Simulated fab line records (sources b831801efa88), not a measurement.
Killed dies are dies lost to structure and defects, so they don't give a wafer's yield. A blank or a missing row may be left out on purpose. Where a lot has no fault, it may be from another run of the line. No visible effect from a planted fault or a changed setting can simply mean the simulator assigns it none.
Problem report, 8D (eight disciplines) form, completed by code ; flow sky130 ; the parts of the form that need people (team, actions taken, sign-off) are left out

## 1. THE PROBLEM
developer-temp-C at SKY_LDD_P_DEVELOP_06 reads a mean of 25.25 C on 6 wafers of 2 lots; wafers without a fault read 23.00 C with a standard deviation of 0.1. Measured from the usual mean, that is +23 standard deviations.
The step: develop time 60 s.
Earliest sighting: wafer L900.1 on litho-track-03 at day 26 04:19. At this step, 36 wafers from 12 lots have a number in the record. The rule behind "out" and "out of limits": a value lying over 4 standard deviations away from the usual mean. All remaining wafers that have a number are taken as sound.

## 2. WHAT IT IS, WHAT IT ISN'T
question;is;is not
which readings at this step;developer-temp-C;resist-line-temp-C
which lots;L900, L901;L881, L883, L886, L887, L888, L890, L891, L898, L902, L904
which wafers of those lots;all that have a number;-
read on which tools;litho-track-03;litho-track-01, litho-track-04
when;from day 26 04:19;"up to then (24 sound wafers); but 6 sound wafers of L902, L904 came after"

## 3. SUSPECTS, AND WHAT RULES EACH OUT
Counting: a tool at any process step up to the reading remains a suspect when it ran all the lots that are out and ran no sound lot after the first of those.
- litho-track-03 at SKY_LDD_P_DEVELOP_06 (develop time 60 s): kept. It ran every lot that is out, first L900 (day 26 04:19), and no sound lot after that; its last sound lot up to then is L898 (day 25 03:52). On those wafers its own readings are out: developer-temp-C.
Remaining after the count: litho-track-03 at SKY_LDD_P_DEVELOP_06.

## 4. THE CAUSE (what the simulator had put in)
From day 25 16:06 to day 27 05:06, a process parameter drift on litho-track-03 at SKY_LDD_P_DEVELOP_06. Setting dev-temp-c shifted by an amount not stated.
The count eliminated every tool but this one.

## 5. THE CHAIN OF EFFECTS, in route order
Rows list readings where the struck wafers' mean (over those with a number) sits beyond 3 standard deviations from the usual. Only readings for which the record gives a usual standard deviation are gone through. hours: the time from each lot's start at the first step in this table that gives one to its start at this step, as a median over the lots. sigmas: the change in usual standard deviations.
hours;step;reading;usual;on struck wafers;change;sigmas
0;SKY_LDD_P_DEVELOP_06;developer-temp-C;23.00 C;25.25;+2.25;+23
Its process steps:
- SKY_LDD_P_DEVELOP_06: develop time 60 s.
Later measuring or inspecting steps at which every struck wafer that the step has a row for has a number for every such reading, and none has moved that far: SKY_LDD_P_CD_MEAS_07, SKY_VIA2_CD_MEAS_12.

## 6. HOW IT WOULD HAVE BEEN CAUGHT EARLIER
In this record no reading fell out of limits until day 26 04:19, 12 hours after the fault had begun at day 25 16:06.
